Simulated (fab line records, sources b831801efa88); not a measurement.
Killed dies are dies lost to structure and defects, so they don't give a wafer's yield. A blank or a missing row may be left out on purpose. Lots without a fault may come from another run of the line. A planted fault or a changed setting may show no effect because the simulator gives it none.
One fault seen from 2 desks | flow sfq_line | each desk has only its own numbers; what lay behind them comes last

THE METROLOGY DESK
What the gauges read, lot by lot, whatever tool the lot ran on: means of the sampled wafers that have a number. A lot is out of limits, marked OUT, if its mean lies more than 4 standard deviations from the usual mean; the brackets give that distance.
Columns: A = L0_MONX_KI_RS at SFQ_L0_RS_MEAS_901, usual 43.4 ohm/sq; B = L0_MONX_KI_THK at SFQ_L0_THK_MEAS_902, usual 40.6 nm; C = M8_AU_THK at SFQ_M8_THK_MEAS_950, usual 180.1 nm
lot  | first seen here | A               | B               | C
L267 | day 1 12:35     | 43.7            | 40.4            | 181.7
L268 | day 1 17:34     | 43.9            | 40.3            | 177.5
L269 | day 1 22:34     | 43.9            | 40.3            | 178.3
L270 | day 2 03:34     | 42.7            | 40.8            | 181.3
L271 | day 2 08:34     | 43.3            | 40.8            | 179.5
L272 | day 2 13:34     | 43.8            | 39.7            | 178.3
L273 | day 2 18:35     | 43.5            | 40.5            | 178.3
L275 | day 3 04:34     | 43.3            | 40.9            | 176.5
L276 | day 3 09:34     | 44.4            | 39.4            | 181.3
L278 | day 3 19:34     | 42.9            | 41.4            | 185.0
L279 | day 4 00:34     | 43.7            | 40.6            | 178.3
L287 | day 5 16:35     | 47.9 (+7.8) OUT | 37.4 (-5.8) OUT | 175.9
L288 | day 5 21:34     | 52.9 (+16) OUT  | 33.8 (-12) OUT  | 180.4
L289 | day 6 02:35     | 44.1            | 39.7            | 183.0
This desk's finding: out of limits on L287, L288; first on L287, day 5 16:35 (L0_MONX_KI_RS at SFQ_L0_RS_MEAS_901). In limits: L267, L268, L269, L270, L271, L272, L273, L275, L276, L278, L279, L289.

THE TOOL OWNER'S DESK: pvd_sputter-03
The tool's own readings at SFQ_TRILAYER_L0_DEP_SPUTTER_003 (material MoNx KI, target thk 40 nm, time 100 s): means of the sampled wafers that have a number, for each lot that ran on this tool. A lot is out of limits, marked OUT, if its mean lies more than 4 standard deviations from the usual mean; the brackets give that distance.
Columns: A = throttle_valve_pct at SFQ_TRILAYER_L0_DEP_SPUTTER_003, usual 30.0 %
lot  | first seen here | A
L267 | day 1 12:29     | 29.7
L270 | day 2 03:29     | 29.7
L271 | day 2 08:29     | 29.3
L272 | day 2 13:29     | 29.6
L278 | day 3 19:29     | 29.6
L287 | day 5 16:29     | 29.6
L288 | day 5 21:29     | 29.3
This desk's finding: nothing out of limits on any of the 7 lots.

PUT TOGETHER
The metrology desk could have raised an alarm at day 5 16:35, on L287, L288.
The tool owner's desk saw nothing out of limits.
The tool owner's desk has L287, L288 on record, within its limits.
Of the lots named, all ran SFQ_TRILAYER_L0_DEP_SPUTTER_003 on pvd_sputter-03.

WHAT THE SIMULATOR HAD PUT IN
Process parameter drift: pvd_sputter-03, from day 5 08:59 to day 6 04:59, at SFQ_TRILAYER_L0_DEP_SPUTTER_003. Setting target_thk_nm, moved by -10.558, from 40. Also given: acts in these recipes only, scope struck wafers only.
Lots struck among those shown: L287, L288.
Hours from the fault's start to each desk's first reading out of limits: the metrology desk, 8.
